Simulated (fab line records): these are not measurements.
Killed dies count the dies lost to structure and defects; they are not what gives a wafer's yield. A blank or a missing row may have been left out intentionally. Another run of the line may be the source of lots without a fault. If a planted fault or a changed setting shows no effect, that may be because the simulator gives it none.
A struck lot beside a sound one	flow sky130	14 out of 708 route steps
Sound: these wafers, L101.2, L101.3, L101.5. Wafers struck: L994.3, L994.5, L994.6. Last of all comes the cause.
At each step with rows: each side's tool, then ch and its chambers, then its first start. Under that, the readings that differ: sound wafers	struck wafers	difference of the means	sigmas: that difference in standard deviations of wafers without a fault.
alike: words and numbers the same on both sides, and readings whose means are apart by under 2 such deviations; not compared: readings that were withheld, readings missing a value for some wafer, numbers with overlapping values and no deviation given by the record, and bounds like >300 which may hide the same value.
The two part at a step that has a row with sigmas, a row that says differs or no value, or rows on one side only. Non-overlapping numbers with no deviation appear without sigmas and do not part them. Lack of a reading on every wafer of one side parts them only where that side has two or more wafers.

first, 7 steps without rows for these wafers: SKY_LDD_N_DEHYDRATE_00 (time 60 s); SKY_LDD_N_HMDS_01 (prime time 60 s); SKY_LDD_N_COAT_02 (resist thk 300 nm); SKY_LDD_N_SOFTBAKE_03 (time 60 s); SKY_LDD_N_EXPOSE_04 (exposes mask NTM, target cd 840 nm); SKY_LDD_N_PEB_05; SKY_LDD_N_DEVELOP_06 (develop time 60 s).
SKY_LDD_N_OVL_MEAS_07:
  sound on overlay-02 at day 25 13:09; struck on overlay-02 at day 24 07:15
  alike: LDD_N_OVL
then, 4 steps without rows for these wafers: SKY_LDD_N_IMPLANT_08; SKY_LDD_N_IMPLANT_09; SKY_LDD_N_IMPLANT_10; SKY_LDD_N_IMPLANT_11.
SKY_LDD_N_IMPLANT_12:
  sound on implanter-03 ch 0, day 25 13:48; struck on implanter-02, day 24 07:55
  no value came back on the struck wafers for beam_energy_keV, beam_on_s (s); on the sound wafers beam_energy_keV reads 49.982 49.989 50.018
next, for these wafers, 1 step has no rows: SKY_LDD_N_IMPLANT_13.

## WHERE THEY PART
Within this record, at SKY_LDD_N_IMPLANT_12 only.

WHY: what had been put in by the simulator
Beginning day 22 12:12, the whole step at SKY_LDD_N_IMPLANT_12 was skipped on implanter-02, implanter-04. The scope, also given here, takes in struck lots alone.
